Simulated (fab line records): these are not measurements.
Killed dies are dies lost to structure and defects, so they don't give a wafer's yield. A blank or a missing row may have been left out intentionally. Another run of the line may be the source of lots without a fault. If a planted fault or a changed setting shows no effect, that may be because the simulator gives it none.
Code-filled problem report in 8D (eight disciplines) form | flow sfq_line | the parts of the form that need people (team, actions taken, sign-off) are left out

== 1. THE ISSUE ==
Mean of time_to_endpoint_s at SFQ_TRILAYER_I7_CMP_CMP_184: 284 s across 3 wafers in 3 lots; on wafers with no fault it is 217 s (standard deviation 8.1). That is +8.2 standard deviations from the usual mean.
The step: polishes SiO2.
Seen first at day 85 23:12 on cmp-02, wafer L356.3. Wafers with a number at this step in the record: 44, from 15 lots. Rule for "out", or "out of limits": more than 4 standard deviations from the usual mean. All remaining wafers that have a number are taken as sound.

== 2. WHAT IT IS; WHAT IT IS NOT ==
question                    | is                     | is not
which readings at this step | time_to_endpoint_s     | -
which lots                  | L356, L357, L358       | L343, L344, L345, L346, L347, L348, L349, L350, L360, L363, L364, L365
which wafers of those lots  | L356.3, L357.4, L358.3 | L356.5, L356.6, L357.1, L358.2, L358.6
read on which tools         | cmp-02                 | cmp-01
when                        | from day 85 23:12      | up to then (24 sound wafers); but 17 sound wafers of L356, L357, L358, L360, L363, L364, L365 came after

== 3. WHAT RULES OUT EACH SUSPECT ==
Counting: any tool at a process step up to the reading remains a suspect provided it ran every lot that is out. Sound lots after the first of them don't rule it out here, since some wafers of a struck lot are sound.
- cmp-02 at SFQ_TRILAYER_I7_CMP_CMP_184 (polishes SiO2): kept. Every lot that is out went through it, the first being L356 (day 85 23:12); the last sound lot it ran before that was L350 (day 77 21:48). Its own readings are out on those wafers: time_to_endpoint_s.
The count leaves cmp-02 at SFQ_TRILAYER_I7_CMP_CMP_184.

== 4. THE CAUSE (what the simulator had put in) ==
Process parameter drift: cmp-02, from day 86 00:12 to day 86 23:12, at SFQ_TRILAYER_I7_CMP_CMP_184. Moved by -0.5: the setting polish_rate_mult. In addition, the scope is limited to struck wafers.
Only this tool survived the counting.

== 5. SEQUENCE OF EFFECTS, ordered by route ==
One row per reading whose mean, taken over the struck wafers that have a number, lies over 3 standard deviations from the usual. Scope: only readings with a usual standard deviation given in the record; hours: median across lots of the time from each lot's start at the first step in this table that gives one to its start at this step; sigmas: change in usual standard deviations.
hours | step                                  | reading            | usual      | on struck wafers | change | sigmas
0     | SFQ_TRILAYER_I7_CMP_CMP_184           | time_to_endpoint_s | 217 s      | 284              | +67    | +8.2
3     | SFQ_TRILAYER_I7_METRO_MEASURE_185     | thk_nm             | 200.4 nm   | 307.3            | +106.9 | +97
8     | SFQ_TRILAYER_I7_VIA_ETCH_VIA_ETCH_190 | oes_product_au     | 0.856 a.u. | 1.001            | +0.145 | +28
The process steps in it:
- SFQ_TRILAYER_I7_CMP_CMP_184: polishes SiO2.
- SFQ_TRILAYER_I7_METRO_MEASURE_185
- SFQ_TRILAYER_I7_VIA_ETCH_VIA_ETCH_190: etches SiO2 in CHF3, stops on Nb, target depth 260 nm.

== 6. HOW IT WOULD HAVE BEEN CAUGHT EARLIER ==
In this record the first reading out of limits was taken at day 85 23:12.
